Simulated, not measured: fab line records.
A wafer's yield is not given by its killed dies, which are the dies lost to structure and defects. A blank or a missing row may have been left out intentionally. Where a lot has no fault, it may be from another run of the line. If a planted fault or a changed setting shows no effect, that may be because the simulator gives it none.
fab line records	flow sfqLine
[record] lots = 6	wafers = 18	lastDay = 88
route steps=325 shown M3@126 I3@133
lots with no fault: from the same line, run without faults
startH: start of the lot's first displayed wafer, in hours after the record's first day	waitH: how many hours have passed since the lot's step before this one	" same as the row above	L1.1+2: a row that stands for several wafers	- either no value or no given start	* or withheld: withheld	< > ~ a bound
route shown NAME@n: names a module that has steps shown in the file, with the first one's number in the route	usual: the fault-free wafers' mean and standard deviation	same: alike in all rows	chamber/n: place in a boat	sites: each site's reading	_std_site: the values' standard deviation	_edge_site: inner sites' mean taken away from outer sites' mean	radiusMm: for every site, how far away it sits from the centre of the wafer	mask NAME#n: copy n	behind: the tool/chamber that last shaped the wafer	hold: what put the lot on hold/how long, in hours/how the hold closed	device: the transistor (n, p or np) that didn't switch	end of line: tests of these same wafers at the route's end	a step given without rows: its recipe and nothing more	killed: count of dies lost to structure and defects at first sort (not the wafer's yield)	map: shows each die of a wafer: x if killed, . if not, _ if none is there
set.NAME: the setting as run; set.NAME@STEP: as run at that earlier step	model.NAME: the simulator's own value behind a step, which no gauge read
lots at selected steps of the route; one table per step, one row per wafer
services: a tool's chamber out of use, with start hour (startH, from the record's first day; less than 0 if before it), hours out, and reason
[[steps]]
[step SFQ_TRILAYER_M3_LITHO_PEB_078]
[recipe] pebTempC = 115	pebTimeS = 60	resist = KrF
[step SFQ_TRILAYER_M3_LITHO_DEVELOP_077]
[recipe] timeS = 60	resist = KrF
[step SFQ_M3_OVL_MEAS_921]
[usual] M3_OVL = 0/5.3
lot.wafer	tool	chamber	startH	waitH	M3_OVL[nm]
L870.2	overlay-01	-	691.45	0.1	2
L870.3	"	-	"	"	9
L870.5	"	-	"	"	5
L876.1	overlay-01	-	764.47	0.1	-6
L876.5	"	-	"	"	-3
L876.6	"	-	"	"	-1
L881.3	overlay-02	-	812.49	0.1	8
L881.5	"	-	"	"	11
L881.6	"	-	"	"	9
L884.1	overlay-02	-	846.10	0.1	-1
L884.4	"	-	"	"	1
L884.6	"	-	"	"	4
L885.2	overlay-02	-	861.71	0.1	-2
L885.3	"	-	"	"	0
L885.6	"	-	"	"	-5
L890.2	overlay-02	-	905.03	0.1	-5
L890.5	"	-	"	"	-3
L890.6	"	-	"	"	-3
[step SFQ_TRILAYER_M3_BARC_OPEN_METAL_ETCH_100]
[recipe] maskMaterial = PR	chemistry = O2	targetDepthNm = 125	target = BARC	icpW = 600	biasW = 80	pressureMtorr = 10	timeS = 41.7
[step SFQ_TRILAYER_M3_ETCH_METAL_ETCH_078]
[recipe] target = Nb	stopOn = SiO2	maskMaterial = PR	chemistry = Cl2/Ar	targetDepthNm = 240	icpW = 600	biasW = 80	pressureMtorr = 10	timeS = 120
[step SFQ_TRILAYER_M3_STRIP_STRIP_079]
[recipe] gas = O2	powerW = 200	platenTempC = 40	overashFraction = 0.65	chemistry = O2	pressureMtorr = 50
[step SFQ_TRILAYER_M3_STRIP_SOLV_CLEAN_080]
[recipe] chemistry = NMP	tempC = 70	timeS = 600
[step SFQ_TRILAYER_I3_DEP_PECVD_081]
[recipe] material = SiO2	tempC = 150	timeS = 111.11	pressureTorr = 2.4	rfW = 183.3	precursor = SiH4/N2O	targetThkNm = 500
[usual] heaterPowerW = 87/16	throttleValvePct = 23.9/0.99
lot.wafer	tool	chamber	startH	waitH	heaterPowerW	throttleValvePct
L870.2	pecvd-01	1	692.45	0.0	79	23.7
L870.3	"	2	"	"	85	22.9
L870.5	"	2	"	"	73	23.1
L876.1	pecvd-01	2	765.46	0.0	82	23.1
L876.5	"	0	"	"	104	24.2
L876.6	"	1	"	"	73	23.8
L881.3	pecvd-01	1	813.51	0.0	77	23.7
L881.5	"	1	"	"	78	23.9
L881.6	"	0	"	"	91	24.2
L884.1	pecvd-03	2	847.88	0.0	116	25.9
L884.4	"	0	"	"	77	22.9
L884.6	"	1	"	"	66	22.9
L885.2	pecvd-02	1	862.70	0.0	106	23.7
L885.3	"	0	"	"	83	25.3
L885.6	"	2	"	"	74	24.4
L890.2	pecvd-02	0	906.02	0.0	82	25.3
L890.5	"	2	"	"	82	24.8
L890.6	"	0	"	"	84	25.5
[step SFQ_TRILAYER_I3_CMP_CMP_082]
[recipe] material = SiO2	downForcePsi = 3	platenRpm = 60	padVelocityMS = 0.94248
[usual] headPressurePsi = 3.001/0.0063	motorCurrentA = 10.2/0.8	slurryFlowMlMin = 150.0/0.44	timeToEndpointS = 215/8.1
lot.wafer	tool	chamber	startH	waitH	headPressurePsi	motorCurrentA	slurryFlowMlMin	timeToEndpointS
L870.3	cmp-02	2	712.35	19.9	3.009	9.0	150.1	210
L870.2	"	3	"	"	2.998	11.9	150.1	216
L870.5	"	1	713.85	21.3	3.003	9.9	149.4	221
L876.1	cmp-02	1	797.03	31.5	3.005	10.0	150.7	221
L876.6	"	1	799.03	33.5	3.007	10.0	150.6	223
L876.5	"	2	"	"	2.998	9.1	150.0	220
L881.3	cmp-01	3	833.52	20.0	2.995	10.7	150.1	206
L881.5	"	1	834.52	20.9	3.009	10.4	150.3	219
L881.6	"	2	"	"	2.995	10.5	150.0	217
L884.4	cmp-02	1	855.50	7.5	2.999	10.4	149.6	213
L884.1	"	3	856.50	8.6	3.006	11.2	149.8	211
L884.6	"	1	857.50	9.5	3.007	10.0	149.3	210
L885.2	cmp-01	1	869.16	6.4	2.996	10.7	149.7	214
L885.3	"	2	"	"	3.006	10.5	149.9	214
L885.6	"	0	870.66	7.9	3.000	9.4	149.7	221
L890.2	cmp-01	0	909.07	3.0	3.013	9.0	149.7	202
L890.6	"	2	910.07	4.0	2.997	10.0	149.5	201
L890.5	"	3	"	"	3.008	10.8	149.9	199
[step SFQ_I3_BOW_MEAS_922]
[recipe] mode = bow
[usual] I3_BOW = 1/7.2
lot.wafer	tool	chamber	startH	waitH	I3_BOW[um]
L870.2	filmMetro-02	-	714.87	1.5	-2
L870.3	"	-	"	"	4
L870.5	"	-	"	"	-14
L876.1	filmMetro-02	-	800.03	2.5	3
L876.5	"	-	"	"	4
L876.6	"	-	"	"	6
L881.3	filmMetro-03	-	835.56	1.5	-3
L881.5	"	-	"	"	2
L881.6	"	-	"	"	-1
L884.1	filmMetro-02	-	858.50	1.5	-10
L884.4	"	-	"	"	-1
L884.6	"	-	"	"	0
L885.2	filmMetro-04	-	871.68	2.0	0
L885.3	"	-	"	"	-5
L885.6	"	-	"	"	-1
L890.2	filmMetro-03	-	911.09	1.5	-6
L890.5	"	-	"	"	8
L890.6	"	-	"	"	0
[step SFQ_TRILAYER_I3_METRO_MEASURE_083]
[usual] thkNm = 200.1/1.2
lot.wafer	tool	chamber	startH	waitH	thkNm
L870.2	filmMetro-02	-	715.17	0.3	200.3
L870.3	"	-	"	"	200.7
L870.5	"	-	"	"	202.1
L876.1	filmMetro-02	-	800.15	0.1	200.2
L876.5	"	-	"	"	199.0
L876.6	"	-	"	"	200.8
L881.3	filmMetro-03	-	836.04	0.5	199.2
L881.5	"	-	"	"	201.6
L881.6	"	-	"	"	200.6
L884.1	filmMetro-02	-	858.62	0.1	200.8
L884.4	"	-	"	"	199.4
L884.6	"	-	"	"	200.1
L885.2	filmMetro-04	-	871.98	0.3	201.6
L885.3	"	-	"	"	198.2
L885.6	"	-	"	"	200.9
L890.2	filmMetro-03	-	911.39	0.3	198.0
L890.5	"	-	"	"	198.0
L890.6	"	-	"	"	196.9
[step SFQ_TRILAYER_I3_VIA_LITHO_COAT_090]
[recipe] resist = BARC	spinRpm = 3000	resistThkNm = 62
[step SFQ_TRILAYER_I3_VIA_LITHO_COAT_085]
[recipe] resist = KrF	spinRpm = 3000	resistThkNm = 650
[usual] spinSpeedRpm = 3000.2/2
lot.wafer	tool	chamber	startH	waitH	spinSpeedRpm	model.KrF_of_TRILAYER_I3_VIA_LITHO_COAT_085.thkNm
L870.2	lithoTrack-03	0	716.52	0.2	2998.0	649.8
L870.3	"	0	"	"	2998.1	649.5
L870.5	"	0	"	"	2999.4	649.6
L876.1	lithoTrack-04	0	801.65	0.2	3000.7	649.2
L876.5	"	0	"	"	2998.5	650.5
L876.6	"	0	"	"	3002.3	649.6
L881.3	lithoTrack-04	0	837.24	0.2	2805.0	673.9
L881.5	"	0	"	"	2801.7	671.5
L881.6	"	0	"	"	2804.4	672.9
L884.1	lithoTrack-04	0	860.12	0.2	2806.3	673
L884.4	"	0	"	"	2804.1	672.4
L884.6	"	0	"	"	2805.6	672.7
L885.2	lithoTrack-03	0	873.33	0.2	3000.9	649.2
L885.3	"	0	"	"	3000.7	648
L885.6	"	0	"	"	3002.2	646
L890.2	lithoTrack-02	0	912.74	0.2	3000.6	648.8
L890.5	"	0	"	"	3003.7	651
L890.6	"	0	"	"	3000.4	649.1
[step SFQ_TRILAYER_I3_VIA_LITHO_SOFTBAKE_089]
[recipe] tempC = withheld	timeS = withheld	resist = KrF
[step SFQ_TRILAYER_I3_VIA_LITHO_EXPOSE_086]
[recipe] maskId = I3	na = 0.6	sourceShape = conventional	sigmaOuter = 0.65	targetCdNm = 500	doseMj = 21.3
[step SFQ_TRILAYER_I3_VIA_LITHO_PEB_088]
[recipe] pebTempC = 115	pebTimeS = 60	resist = KrF
[step SFQ_TRILAYER_I3_VIA_LITHO_DEVELOP_087]
[recipe] timeS = 60	resist = KrF
[step SFQ_I3_OVL_MEAS_923]
[usual] I3_OVL = -4/5.9
lot.wafer	tool	chamber	startH	waitH	I3_OVL[nm]
L870.2	overlay-02	-	720.88	0.1	-3
L870.3	"	-	"	"	3
L870.5	"	-	"	"	9
L876.1	overlay-02	-	937.55	0.1	3
L876.5	"	-	"	"	-2
L876.6	"	-	"	"	3
L881.3	overlay-02	-	973.38	0.1	-16
L881.5	"	-	"	"	-18
L881.6	"	-	"	"	-9
L884.1	overlay-01	-	1002.66	0.1	-6
L884.4	"	-	"	"	-7
L884.6	"	-	"	"	-6
L885.2	overlay-02	-	1017.19	0.1	-9
L885.3	"	-	"	"	-13
L885.6	"	-	"	"	-9
L890.2	overlay-01	-	1062.92	0.1	-10
L890.5	"	-	"	"	-1
L890.6	"	-	"	"	-8
[step SFQ_TRILAYER_I3_VIA_BARC_OPEN_VIA_ETCH_121]
[recipe] maskMaterial = PR	chemistry = O2	targetDepthNm = 125	target = BARC	sourceW = 500	biasW = 80	pressureMtorr = 30	timeS = 41.7
[usual] drypumpMotorCurrentA = 5.9/0.53	oesProductAu = 0.685/0.0052
lot.wafer	tool	chamber	startH	waitH	drypumpMotorCurrentA	oesProductAu	rfHoursCounterH
L870.2	rieDiel-04	2	720.91	0.0	6.4	0.686	24
L870.3	"	1	"	"	5.2	0.688	5
L870.5	"	3	"	"	6.7	0.682	-
L876.1	rieDiel-04	3	937.59	0.0	6.7	0.692	5
L876.5	"	0	"	"	6.3	0.684	-
L876.6	"	3	"	"	6.7	0.688	-
L881.3	rieDiel-04	3	973.41	0.0	6.7	0.691	5
L881.5	"	2	"	"	6.4	0.674	-
L881.6	"	3	"	"	6.7	0.683	-
L884.1	rieDiel-01	1	1002.70	0.0	4.8	0.696	1
L884.4	"	0	"	"	6.0	0.690	4
L884.6	"	0	"	"	6.0	0.682	-
L885.2	rieDiel-02	0	1017.22	0.0	6.1	0.687	19
L885.3	"	2	"	"	6.0	0.686	2
L885.6	"	2	"	"	6.1	0.671	-
L890.2	rieDiel-01	2	1062.95	0.0	5.7	0.679	12
L890.5	"	0	"	"	6.0	0.680	-
L890.6	"	3	"	"	5.8	0.683	-
[step SFQ_TRILAYER_I3_VIA_ETCH_VIA_ETCH_088]
[recipe] target = SiO2	stopOn = Nb	maskMaterial = PR	taperDeg = 20	chemistry = CHF3	targetDepthNm = 260	sourceW = 500	biasW = 80	pressureMtorr = 30	timeS = withheld
[usual] drypumpMotorCurrentA = 5.9/0.53	oesProductAu = 0.854/0.0053
lot.wafer	tool	chamber	startH	waitH	drypumpMotorCurrentA	oesProductAu	model.KrF_of_TRILAYER_I3_VIA_LITHO_COAT_085.thkNm
L870.2	rieDiel-04	2	720.95	0.0	6.5	0.861	526.2
L870.3	"	1	"	"	5.2	0.846	526.2
L870.5	"	3	"	"	6.7	0.854	528.1
L876.1	rieDiel-04	3	937.63	0.0	6.7	0.858	527.2
L876.5	"	0	"	"	6.3	0.855	530
L876.6	"	3	"	"	6.7	0.854	528.1
L881.3	rieDiel-04	3	973.45	0.0	6.7	0.857	552.8
L881.5	"	2	"	"	6.5	0.858	550.1
L881.6	"	3	"	"	6.7	0.860	552
L884.1	rieDiel-01	1	1002.74	0.0	4.8	0.855	552.7
L884.4	"	0	"	"	6.0	0.852	550.7
L884.6	"	0	"	"	6.0	0.842	550.2
L885.2	rieDiel-02	0	1017.26	0.0	6.1	0.863	527.5
L885.3	"	2	"	"	6.0	0.841	524.9
L885.6	"	2	"	"	6.0	0.852	522.5
L890.2	rieDiel-01	2	1062.99	0.0	5.7	0.856	526.3
L890.5	"	0	"	"	6.0	0.847	527.5
L890.6	"	3	"	"	5.8	0.843	525.4
[step SFQ_TRILAYER_I3_VIA_STRIP_STRIP_089]
[recipe] gas = O2	powerW = 200	platenTempC = 40	overashFraction = 0.65	chemistry = O2	pressureMtorr = 50
[usual] drypumpMotorCurrentA = 5.50/0.26	oesProductAu = 1.001/0.011
[same] overashFraction = 0.65
lot.wafer	tool	chamber	startH	waitH	drypumpMotorCurrentA	oesProductAu	rfHoursCounterH
L870.2	rieMetal-01	1	721.07	-	5.55	1.009	151
L870.3	"	0	"	"	5.40	0.999	-
L870.5	"	1	"	"	5.57	1.018	-
L876.1	rieMetal-01	1	937.74	-	5.58	0.991	12
L876.5	"	0	"	"	5.42	0.981	-
L876.6	"	1	"	"	5.60	0.991	-
L881.3	rieMetal-02	0	973.76	-	5.21	0.997	-
L881.5	"	0	"	"	5.20	1.002	-
L881.6	"	1	"	"	5.83	0.993	-
L884.1	rieMetal-01	1	1002.85	-	5.59	1.009	20
L884.4	"	1	"	"	5.59	0.999	-
L884.6	"	0	"	"	5.42	0.993	-
L885.2	rieMetal-01	1	1017.37	-	5.57	0.993	21
L885.3	"	0	"	"	5.43	0.988	-
L885.6	"	1	"	"	5.62	0.993	-
L890.2	rieMetal-03	0	1063.10	-	5.17	1.004	75
L890.5	"	1	"	"	5.80	1.001	-
L890.6	"	0	"	"	5.14	1.011	-
[[services]]
tool	chamber	startH	hours	kind
cmp-02	-	669.21	0.2	repair
rieDiel-04	1	676.77	6.1	repair
cmp-01	-	681.39	1.4	repair
filmMetro-02	-	696.43	0.4	pm
rieDiel-01	1	698.78	5.5	repair
pecvd-01	1	699.21	6.6	repair
cmp-01	-	701.49	0.9	repair
cmp-02	-	704.36	4.5	repair
pecvd-01	-	714.98	0.7	repair
rieDiel-04	2	716.45	2.7	repair
rieMetal-01	0	760.54	50.6	repair
rieDiel-04	0	766.05	8.3	repair
rieDiel-04	-	812.17	1.0	repair
rieDiel-01	3	812.27	2.7	repair
rieDiel-04	2	813.09	16.0	repair
rieDiel-04	-	831.80	1.1	repair
rieDiel-04	-	859.38	28.1	pm
rieDiel-01	2	868.69	8.3	repair
rieDiel-04	-	897.45	0.4	repair
rieDiel-04	1	900.31	5.4	repair
rieDiel-01	-	936.81	0.3	repair
rieMetal-01	-	955.21	0.4	repair
rieMetal-01	-	988.97	2.8	pm
rieDiel-04	2	1045.09	3.6	repair
[[key]]
[firstSign] step = SFQ_TRILAYER_I3_VIA_LITHO_COAT_085	reading = spinSpeedRpm	direction = down	sigmas = 97	usual = 3000.2	struck = 2804.5
effect none on later readings
[modelEffect] step = SFQ_TRILAYER_I3_VIA_LITHO_COAT_085	value = KrF_of_TRILAYER_I3_VIA_LITHO_COAT_085.thkNm	without = 650.4	struck = 672.7
[modelEffect] step = SFQ_TRILAYER_I3_VIA_ETCH_VIA_ETCH_088	value = KrF_of_TRILAYER_I3_VIA_LITHO_COAT_085.thkNm	without = 529	struck = 551.4
metAt SFQ_TRILAYER_I3_VIA_LITHO_COAT_085
struckWafers L881.3,L881.5,L881.6,L884.1,L884.4,L884.6
onsetBetween 801.65 837.24
[fault] kind = processParameterDrift	tool = lithoTrack-04	chamber = -	onsetH = 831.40	steps = SFQ_TRILAYER_I3_VIA_LITHO_COAT_085	channel = spinRpm	offset = -196.25	shape = step	endH = 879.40	actsIn = theseRecipesOnly	stated = 3000
